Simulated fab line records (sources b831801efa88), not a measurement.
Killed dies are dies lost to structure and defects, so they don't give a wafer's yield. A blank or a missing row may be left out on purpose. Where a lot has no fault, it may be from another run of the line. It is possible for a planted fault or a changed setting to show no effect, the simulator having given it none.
fab line records -- flow sky130
record lots=13, wafers=39, last_day=50
route steps=708 shown SONOS_ONO@169 LDD_N@244 LDD_HVN@271 LDD_LDN@302
lots with no fault: from the same line, run without faults
start_h: hours from the record's first day to the start of the lot's first wafer shown -- wait_h: hours since the lot's step before -- " the same as in the row above -- L1.1+2: several wafers, shown together as one row -- - no value, or no start given -- * or withheld: withheld -- < > ~ a bound
route shown NAME@n: a module of which the file shows steps, and the number in the route of the first -- usual: mean/standard deviation of fault-free wafers -- same: alike in all rows -- chamber/n: place in a boat -- sites: readings site by site -- _std_site: the values' standard deviation -- _edge_site: the outer-site mean with the inner-site mean subtracted -- radius_mm: how far each site lies from the wafer's centre -- mask NAME#n: copy n -- behind: the most recent tool/chamber to have shaped the wafer -- hold: the reason the lot was held/the length of the hold in hours/how it ended -- device: the transistor (n, p or np) that didn't switch -- end of line: at the end of the route, the tests of the same wafers -- a step without rows: its recipe alone -- killed: count of dies lost to structure and defects at first sort (not the wafer's yield) -- map: the dies of a wafer, with x for killed, . for not killed, _ for no die there
set.NAME: the run value of the setting; set.NAME@STEP: its run value at that earlier step -- model.NAME: the simulator's own value behind a step, which no gauge read
steps of the route over a sample of lots; a table a step, a row a wafer
services: when a tool's chamber went out of use (start_h, in hours from the record's first day, below 0 if earlier), for how many hours, and the reason
## steps
# step SKY_SONOS_ONO_THK_MEAS_01
# recipe reads=SiO2_of_SONOS_ONO_OXIDATION_00
# usual SONOS_ONO_OXIDATION_THK=2.57/0.065
lot.wafer,tool,chamber,start_h,wait_h,SONOS_ONO_OXIDATION_THK[nm]
L693.1,film_metro-02,-,251.94,0.0,2.42
L693.3,film_metro-02,-,251.94,0.0,2.56
L693.5,film_metro-02,-,251.94,0.0,2.41
L694.3,film_metro-01,-,268.86,0.0,2.55
L694.4,film_metro-01,-,268.86,0.0,2.61
L694.5,film_metro-01,-,268.86,0.0,2.59
L695.1,film_metro-04,-,275.78,0.0,2.45
L695.3,film_metro-04,-,275.78,0.0,2.48
L695.5,film_metro-04,-,275.78,0.0,2.48
L696.2,film_metro-04,-,284.57,0.0,2.59
L696.3,film_metro-04,-,284.57,0.0,2.68
L696.5,film_metro-04,-,284.57,0.0,2.61
L697.2,film_metro-01,-,284.57,0.0,2.56
L697.3,film_metro-01,-,284.57,0.0,2.59
L697.4,film_metro-01,-,284.57,0.0,2.58
L698.2,film_metro-04,-,296.84,0.0,2.59
L698.5,film_metro-04,-,296.84,0.0,2.62
L698.6,film_metro-04,-,296.84,0.0,2.61
L699.4,film_metro-02,-,310.73,0.0,2.56
L699.5,film_metro-02,-,310.73,0.0,2.57
L699.6,film_metro-02,-,310.73,0.0,2.51
L700.2,film_metro-02,-,317.64,0.0,2.51
L700.3,film_metro-02,-,317.64,0.0,2.53
L700.4,film_metro-02,-,317.64,0.0,2.53
L706.2,film_metro-02,-,360.35,0.0,2.60
L706.4,film_metro-02,-,360.35,0.0,2.52
L706.6,film_metro-02,-,360.35,0.0,2.43
L707.3,film_metro-02,-,363.22,0.0,2.56
L707.4,film_metro-02,-,363.22,0.0,2.57
L707.6,film_metro-02,-,363.22,0.0,2.59
L709.3,film_metro-02,-,375.25,0.0,2.50
L709.4,film_metro-02,-,375.25,0.0,2.50
L709.5,film_metro-02,-,375.25,0.0,2.45
L711.4,film_metro-02,-,399.74,0.0,2.59
L711.5,film_metro-02,-,399.74,0.0,2.52
L711.6,film_metro-02,-,399.74,0.0,2.50
L715.3,film_metro-01,-,421.80,0.0,2.60
L715.5,film_metro-01,-,421.80,0.0,2.56
L715.6,film_metro-01,-,421.80,0.0,2.58
# step SKY_SONOS_ONO_STRIP_17
# recipe chemistry=O2/N2, power_w=1400, pressure_mtorr=1500, platen_temp_c=withheld, o2_flow_sccm=3000, n2_flow_sccm=300, overash_fraction=0.5
# usual drypump_motor_current_A=5.9/0.59, oes_product_au=0.710/0.0045, strip_time_to_endpoint_s=14.10/0.043
lot.wafer,tool,chamber,start_h,wait_h,drypump_motor_current_A,oes_product_au,rf_hours_counter_h,strip_time_to_endpoint_s
L693.1,plasma_asher-04,1,279.44,0.0,6.7,0.709,62,14.09
L693.3,plasma_asher-04,1,279.44,0.0,6.7,0.717,-,14.11
L693.5,plasma_asher-04,1,279.44,0.0,6.7,0.707,-,14.09
L694.3,plasma_asher-03,0,296.59,0.0,6.2,0.713,-,14.08
L694.4,plasma_asher-03,1,296.59,0.0,5.2,0.705,-,14.04
L694.5,plasma_asher-03,0,296.59,0.0,6.2,0.704,-,14.02
L695.1,plasma_asher-04,1,305.25,0.0,6.7,0.714,65,14.21
L695.3,plasma_asher-04,1,305.25,0.0,6.7,0.716,-,14.16
L695.5,plasma_asher-04,0,305.25,0.0,5.1,0.702,-,14.18
L696.2,plasma_asher-04,1,312.43,0.0,6.7,0.718,65,14.07
L696.3,plasma_asher-04,0,312.43,0.0,5.1,0.703,-,14.08
L696.5,plasma_asher-04,1,312.43,0.0,6.7,0.708,-,14.08
L697.2,plasma_asher-03,0,312.76,0.0,6.2,0.701,18,14.09
L697.3,plasma_asher-03,1,312.76,0.0,5.3,0.704,-,14.15
L697.4,plasma_asher-03,0,312.76,0.0,6.2,0.712,-,14.15
L698.2,plasma_asher-02,1,324.80,0.0,6.4,0.709,49,14.10
L698.5,plasma_asher-02,1,324.80,0.0,6.4,0.705,-,14.11
L698.6,plasma_asher-02,0,324.80,0.0,5.8,0.716,-,14.11
L699.4,plasma_asher-02,0,340.12,0.0,5.8,0.705,-,14.11
L699.5,plasma_asher-02,0,340.12,0.0,5.8,0.713,-,14.14
L699.6,plasma_asher-02,1,340.12,0.0,6.4,0.705,-,14.14
L700.2,plasma_asher-02,0,347.40,0.0,5.8,0.704,51,14.16
L700.3,plasma_asher-02,0,347.40,0.0,5.8,0.708,-,14.15
L700.4,plasma_asher-02,1,347.40,0.0,6.5,0.718,-,14.13
L706.2,plasma_asher-04,0,390.65,0.0,5.2,0.708,74,14.10
L706.4,plasma_asher-04,1,390.65,0.0,6.7,0.717,-,14.13
L706.6,plasma_asher-04,0,390.65,0.0,5.1,0.710,-,14.10
L707.3,plasma_asher-02,1,395.10,0.0,6.5,0.706,-,14.15
L707.4,plasma_asher-02,0,395.10,0.0,5.8,0.707,-,14.14
L707.6,plasma_asher-02,1,395.10,0.0,6.5,0.711,-,14.12
L709.3,plasma_asher-03,0,406.64,0.0,6.2,0.720,-,14.05
L709.4,plasma_asher-03,1,406.64,0.0,5.3,0.703,-,14.12
L709.5,plasma_asher-03,1,406.64,0.0,5.3,0.711,-,14.12
L711.4,plasma_asher-02,0,433.22,0.0,5.8,0.712,-,14.09
L711.5,plasma_asher-02,1,433.22,0.0,6.5,0.708,-,14.06
L711.6,plasma_asher-02,0,433.22,0.0,5.8,0.707,-,14.08
L715.3,plasma_asher-04,1,455.51,0.0,6.7,0.707,-,14.10
L715.5,plasma_asher-04,1,455.51,0.0,6.7,0.716,-,14.07
L715.6,plasma_asher-04,0,455.51,0.0,5.1,0.707,-,14.10
# step SKY_LDD_N_OVL_MEAS_07
# usual LDD_N_OVL=-0.7/1.6
lot.wafer,tool,chamber,start_h,wait_h,LDD_N_OVL[nm]
L693.1,overlay-02,-,409.67,0.1,-0.7
L693.3,overlay-02,-,409.67,0.1,-0.8
L693.5,overlay-02,-,409.67,0.1,-1.4
L695.1,overlay-01,-,428.67,0.1,0.5
L695.3,overlay-01,-,428.67,0.1,0.1
L695.5,overlay-01,-,428.67,0.1,-1.7
L694.3,overlay-02,-,432.40,0.1,-2.0
L694.4,overlay-02,-,432.40,0.1,-3.9
L694.5,overlay-02,-,432.40,0.1,-4.6
L697.2,overlay-01,-,442.04,0.1,-1.0
L697.3,overlay-01,-,442.04,0.1,-1.3
L697.4,overlay-01,-,442.04,0.1,-2.2
L696.2,overlay-02,-,442.10,0.1,-0.2
L696.3,overlay-02,-,442.10,0.1,-0.3
L696.5,overlay-02,-,442.10,0.1,-0.4
L698.2,overlay-02,-,449.95,0.1,-3.0
L698.5,overlay-02,-,449.95,0.1,-4.6
L698.6,overlay-02,-,449.95,0.1,-2.6
L699.4,overlay-02,-,468.40,0.1,-0.9
L699.5,overlay-02,-,468.40,0.1,-1.2
L699.6,overlay-02,-,468.40,0.1,-0.5
L700.2,overlay-02,-,476.80,0.1,1.9
L700.3,overlay-02,-,476.80,0.1,0.6
L700.4,overlay-02,-,476.80,0.1,0.9
L706.2,overlay-02,-,521.74,0.1,-1.4
L706.4,overlay-02,-,521.74,0.1,-3.0
L706.6,overlay-02,-,521.74,0.1,-0.8
L707.3,overlay-01,-,525.74,0.1,-0.7
L707.4,overlay-01,-,525.74,0.1,0.4
L707.6,overlay-01,-,525.74,0.1,-1.4
L709.3,overlay-02,-,539.61,0.1,-1.8
L709.4,overlay-02,-,539.61,0.1,-3.6
L709.5,overlay-02,-,539.61,0.1,0.8
L711.4,overlay-02,-,564.95,0.1,-0.8
L711.5,overlay-02,-,564.95,0.1,-3.9
L711.6,overlay-02,-,564.95,0.1,-0.9
L715.3,overlay-01,-,586.13,0.1,3.4
L715.5,overlay-01,-,586.13,0.1,3.2
L715.6,overlay-01,-,586.13,0.1,0.5
# step SKY_LDD_HVN_EXPOSE_04
# recipe mask_id=HVNTM, na=0.6, source_shape=conventional, sigma_outer=0.6, polarization=unpolarized, target_cd_nm=700, dose_mj=127
lot.wafer,tool,chamber,start_h,wait_h,mask
L693.1+3+5,iline_stepper-01,0,457.51,-,HVNTM#0
L695.1+3+5,iline_stepper-02,0,477.40,-,HVNTM#0
L694.3+4+5,iline_stepper-02,0,480.67,-,HVNTM#0
L697.2+3+4,iline_stepper-02,0,488.99,-,HVNTM#0
L696.2+3+5,iline_stepper-02,0,490.55,-,LDNTM#0
L698.2+5+6,iline_stepper-02,0,497.30,-,HVNTM#0
L699.4+5+6,iline_stepper-02,0,515.73,-,HVNTM#0
L700.2+3+4,iline_stepper-01,0,523.51,-,HVNTM#0
L706.2+4+6,iline_stepper-02,0,568.44,-,HVNTM#0
L707.3+4+6,iline_stepper-02,0,571.87,-,HVNTM#0
L709.3+4+5,iline_stepper-02,0,585.87,-,HVNTM#0
L711.4+5+6,iline_stepper-01,0,609.84,-,HVNTM#0
L715.3+5+6,iline_stepper-01,0,631.12,-,HVNTM#0
# step SKY_LDD_HVN_OVL_MEAS_07
# usual LDD_HVN_OVL=-1.0/1.3
lot.wafer,tool,chamber,start_h,wait_h,LDD_HVN_OVL[nm]
L693.1,overlay-02,-,472.51,0.1,-3.0
L693.3,overlay-02,-,472.51,0.1,-2.0
L693.5,overlay-02,-,472.51,0.1,-3.6
L695.1,overlay-01,-,492.37,0.1,-2.3
L695.3,overlay-01,-,492.37,0.1,-3.5
L695.5,overlay-01,-,492.37,0.1,-3.0
L694.3,overlay-01,-,496.02,0.1,-0.6
L694.4,overlay-01,-,496.02,0.1,0.5
L694.5,overlay-01,-,496.02,0.1,-1.9
L697.2,overlay-02,-,503.27,0.1,-1.7
L697.3,overlay-02,-,503.27,0.1,-1.6
L697.4,overlay-02,-,503.27,0.1,-0.6
L696.2,overlay-01,-,505.49,0.1,-
L696.3,overlay-01,-,505.49,0.1,-
L696.5,overlay-01,-,505.49,0.1,-
L698.2,overlay-02,-,511.71,0.1,-1.8
L698.5,overlay-02,-,511.71,0.1,-1.0
L698.6,overlay-02,-,511.71,0.1,-1.9
L699.4,overlay-01,-,530.88,0.1,-1.0
L699.5,overlay-01,-,530.88,0.1,-1.4
L699.6,overlay-01,-,530.88,0.1,-1.8
L700.2,overlay-01,-,538.79,0.1,-0.9
L700.3,overlay-01,-,538.79,0.1,-0.1
L700.4,overlay-01,-,538.79,0.1,-1.9
L706.2,overlay-01,-,583.04,0.1,-1.9
L706.4,overlay-01,-,583.04,0.1,-0.4
L706.6,overlay-01,-,583.04,0.1,-0.9
L707.3,overlay-02,-,586.54,0.1,-1.2
L707.4,overlay-02,-,586.54,0.1,-0.7
L707.6,overlay-02,-,586.54,0.1,-1.5
L709.3,overlay-02,-,600.09,0.1,0.8
L709.4,overlay-02,-,600.09,0.1,-2.3
L709.5,overlay-02,-,600.09,0.1,-2.0
L711.4,overlay-02,-,624.13,0.1,0.8
L711.5,overlay-02,-,624.13,0.1,-2.8
L711.6,overlay-02,-,624.13,0.1,-1.2
L715.3,overlay-02,-,645.73,0.1,-1.4
L715.5,overlay-02,-,645.73,0.1,-1.9
L715.6,overlay-02,-,645.73,0.1,-1.7
# step SKY_LDD_HVN_TW_MEAS_10
# usual LDD_HVN_TW=1433/13
lot.wafer,tool,chamber,start_h,wait_h,LDD_HVN_TW
L693.1,film_metro-03,-,472.79,0.1,1420
L693.3,film_metro-03,-,472.79,0.1,1414
L693.5,film_metro-03,-,472.79,0.1,1420
L695.1,film_metro-03,-,492.65,0.1,1416
L695.3,film_metro-03,-,492.65,0.1,1414
L695.5,film_metro-03,-,492.65,0.1,1421
L694.3,film_metro-01,-,496.31,0.1,1435
L694.4,film_metro-01,-,496.31,0.1,1439
L694.5,film_metro-01,-,496.31,0.1,1438
L697.2,film_metro-03,-,503.56,0.1,1414
L697.3,film_metro-03,-,503.56,0.1,1420
L697.4,film_metro-03,-,503.56,0.1,1424
L696.2,film_metro-03,-,505.78,0.1,30
L696.3,film_metro-03,-,505.78,0.1,30
L696.5,film_metro-03,-,505.78,0.1,30
L698.2,film_metro-02,-,512.00,0.1,1443
L698.5,film_metro-02,-,512.00,0.1,1443
L698.6,film_metro-02,-,512.00,0.1,1445
L699.4,film_metro-02,-,531.17,0.1,1455
L699.5,film_metro-02,-,531.17,0.1,1456
L699.6,film_metro-02,-,531.17,0.1,1451
L700.2,film_metro-03,-,539.08,0.1,1427
L700.3,film_metro-03,-,539.08,0.1,1425
L700.4,film_metro-03,-,539.08,0.1,1430
L706.2,film_metro-03,-,583.33,0.1,1428
L706.4,film_metro-03,-,583.33,0.1,1426
L706.6,film_metro-03,-,583.33,0.1,1428
L707.3,film_metro-01,-,586.84,0.1,1430
L707.4,film_metro-01,-,586.84,0.1,1438
L707.6,film_metro-01,-,586.84,0.1,1435
L709.3,film_metro-02,-,600.39,0.1,1443
L709.4,film_metro-02,-,600.39,0.1,1446
L709.5,film_metro-02,-,600.39,0.1,1447
L711.4,film_metro-01,-,624.42,0.1,1429
L711.5,film_metro-01,-,624.42,0.1,1433
L711.6,film_metro-01,-,624.42,0.1,1427
L715.3,film_metro-01,-,646.02,0.1,1433
L715.5,film_metro-01,-,646.02,0.1,1419
L715.6,film_metro-01,-,646.02,0.1,1427
# step SKY_LDD_LDN_TW_MEAS_13
# usual LDD_LDN_TW=1485/12
lot.wafer,tool,chamber,start_h,wait_h,LDD_LDN_TW
L693.1,film_metro-04,-,533.62,0.1,1497
L693.3,film_metro-04,-,533.62,0.1,1507
L693.5,film_metro-04,-,533.62,0.1,1496
L695.1,film_metro-01,-,553.52,0.1,1475
L695.3,film_metro-01,-,553.52,0.1,1478
L695.5,film_metro-01,-,553.52,0.1,1479
L694.3,film_metro-01,-,557.37,0.1,1477
L694.4,film_metro-01,-,557.37,0.1,1474
L694.5,film_metro-01,-,557.37,0.1,1469
L697.2,film_metro-01,-,564.29,0.1,1470
L697.3,film_metro-01,-,564.29,0.1,1473
L697.4,film_metro-01,-,564.29,0.1,1470
L696.2,film_metro-02,-,566.88,0.1,1828
L696.3,film_metro-02,-,566.88,0.1,1837
L696.5,film_metro-02,-,566.88,0.1,1834
L698.2,film_metro-01,-,571.98,0.1,1473
L698.5,film_metro-01,-,571.98,0.1,1471
L698.6,film_metro-01,-,571.98,0.1,1473
L699.4,film_metro-04,-,590.88,0.1,1510
L699.5,film_metro-04,-,590.88,0.1,1512
L699.6,film_metro-04,-,590.88,0.1,1510
L700.2,film_metro-02,-,598.78,0.1,1487
L700.3,film_metro-02,-,598.78,0.1,1490
L700.4,film_metro-02,-,598.78,0.1,1485
L706.2,film_metro-01,-,642.43,0.1,1469
L706.4,film_metro-01,-,642.43,0.1,1469
L706.6,film_metro-01,-,642.43,0.1,1467
L707.3,film_metro-04,-,646.17,0.1,1493
L707.4,film_metro-04,-,646.17,0.1,1492
L707.6,film_metro-04,-,646.17,0.1,1499
L709.3,film_metro-01,-,657.99,0.1,1480
L709.4,film_metro-01,-,657.99,0.1,1474
L709.5,film_metro-01,-,657.99,0.1,1477
L711.4,film_metro-01,-,681.43,0.1,1472
L711.5,film_metro-01,-,681.43,0.1,1484
L711.6,film_metro-01,-,681.43,0.1,1480
L715.3,film_metro-02,-,702.92,0.1,1485
L715.5,film_metro-02,-,702.92,0.1,1495
L715.6,film_metro-02,-,702.92,0.1,1496
## services
tool,chamber,start_h,hours,kind
iline_stepper-01,-,273.85,28.9,pm
iline_stepper-02,0,283.46,-,calibration
iline_stepper-02,-,311.02,0.5,repair
iline_stepper-01,-,317.72,1.7,pm
plasma_asher-02,-,327.43,1.8,repair
plasma_asher-03,-,341.65,12.0,pm
plasma_asher-03,-,369.51,2.8,pm
plasma_asher-03,-,387.93,0.8,repair
plasma_asher-04,-,393.71,28.1,pm
iline_stepper-02,-,401.54,2.1,pm
iline_stepper-02,-,403.63,-,consumable_replace:lamp
plasma_asher-04,-,421.81,9.0,pm
iline_stepper-01,-,452.17,2.1,pm
plasma_asher-03,-,454.38,14.6,pm
plasma_asher-04,-,470.35,1.4,repair
iline_stepper-01,-,474.84,6.6,repair
iline_stepper-02,0,490.14,-,calibration
iline_stepper-01,-,535.95,1.7,pm
plasma_asher-04,-,546.17,2.8,pm
plasma_asher-02,-,552.70,20.2,pm
plasma_asher-04,-,574.57,0.7,repair
iline_stepper-02,-,592.13,23.2,repair
iline_stepper-02,-,615.33,1.7,pm
iline_stepper-02,-,630.13,10.6,repair
## key
first_sign step=SKY_LDD_HVN_EXPOSE_04, reading=mask, direction=changed
effect step=SKY_LDD_HVN_OVL_MEAS_07, reading=LDD_HVN_OVL, direction=missing
effect step=SKY_LDD_HVN_TW_MEAS_10, reading=LDD_HVN_TW, direction=down, sigmas=99+, usual=1433, struck=30
effect step=SKY_LDD_LDN_TW_MEAS_13, reading=LDD_LDN_TW, direction=up, sigmas=30, usual=1485, struck=1833
met_at SKY_LDD_HVN_EXPOSE_04
struck_lots L696
sort_left_out L696.2,L696.3,L696.5
tester_left_out L696
not_acting_at SKY_SONOS_ONO_THK_MEAS_01,SKY_SONOS_ONO_STRIP_17,SKY_LDD_N_OVL_MEAS_07
onset_between 488.99 490.55
fault kind=wrong_mask, tool=any, chamber=-, onset_h=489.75, steps=SKY_LDD_HVN_EXPOSE_04, aux_copy=LDNTM#0, scope=struck_lots_only
# tester_left_out: of these lots the tester's yield and bins aren't shown, on N5 and GAA mostly nor the transistor test; their killed dies are dies lost to structure and defects alone, not to doping, threshold or leakage, so they don't give the yield
# sort_left_out: the simulated sort isn't trusted on such a fault, so these wafers' sort isn't shown, and their yield isn't known
